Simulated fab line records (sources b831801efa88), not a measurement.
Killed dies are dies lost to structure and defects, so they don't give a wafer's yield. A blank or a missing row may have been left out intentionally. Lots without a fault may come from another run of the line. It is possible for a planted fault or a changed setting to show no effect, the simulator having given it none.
Matching of chambers ; flow gf180mcu ; rie-diel-04 running GF_V5_ETCH_16: 4 sister chambers
The step etches BARC in N2/H2. 18 wafers are shown with their chamber, then 9 later ones without.

## WAFERS, EACH WITH ITS CHAMBER
wafer;chamber;drypump-motor-current-A (A);oes-product-au (a.u.);throttle-valve-pct (%)
L076.2;3;5.9;0.857;13.222
L076.5;0;5.7;0.856;13.246
L076.6;1;5.2;0.860;13.222
L077.1;1;5.2;0.860;13.223
L077.4;3;5.9;0.859;13.216
L077.6;0;5.6;0.850;13.229
L078.1;2;5.9;0.855;13.219
L078.4;0;5.7;0.859;13.229
L078.6;0;5.6;0.852;13.221
L082.1;1;5.2;0.859;13.227
L082.2;3;6.0;0.856;13.235
L082.3;0;5.6;0.849;13.242
L088.1;2;5.9;0.857;13.231
L088.2;0;5.6;0.863;13.222
L088.5;2;5.9;0.853;13.221
L089.2;1;5.1;0.856;13.233
L089.3;2;5.9;0.855;13.218
L089.5;0;5.6;0.853;13.230

SIGNATURES (means of the wafers above)
reading;chamber 0;chamber 1;chamber 2;chamber 3;scatter within a chamber
drypump-motor-current-A;5.629;5.175;5.900;5.933;0.0451
oes-product-au;0.85457;0.85875;0.85500;0.85733;0.00356
throttle-valve-pct;13.23129;13.22625;13.22225;13.22433;0.00804
Rule: distance of a wafer from a chamber = root of the sum over the readings of ((wafer's reading minus chamber's mean) / reading's scatter) squared. The wafer belongs to the nearest chamber; if the next one is less than 2 further off, it can't be placed. The scatter: the root of (the sum of the squares of (reading less its chamber's mean) over the shown wafers, divided by (wafers less chambers)).

## WAFERS MISSING THEIR CHAMBER
wafer;drypump-motor-current-A (A);oes-product-au (a.u.);throttle-valve-pct (%)
L091.2;5.7;0.857;13.222
L091.3;5.2;0.854;13.216
L091.4;6.0;0.853;13.223
L092.1;5.1;0.854;13.233
L092.2;6.0;0.853;13.206
L092.4;5.9;0.853;13.232
L096.1;5.9;0.859;13.227
L096.2;5.2;0.858;13.206
L096.5;5.9;0.845;13.213

## CHAMBER TAKEN BY EACH
wafer;from the rows above;in truth
L091.2;0;0
L091.3;1;1
L091.4;can't be placed: 3 or 2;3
L092.1;1;1
L092.2;can't be placed: 3 or 2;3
L092.4;can't be placed: 2 or 3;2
L096.1;can't be placed: 3 or 2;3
L096.2;1;1
L096.5;can't be placed: 2 or 3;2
4 of 9 placed correctly. These rows do not allow placing 5 (true chamber among the candidates in 5). 0 placed wrongly.
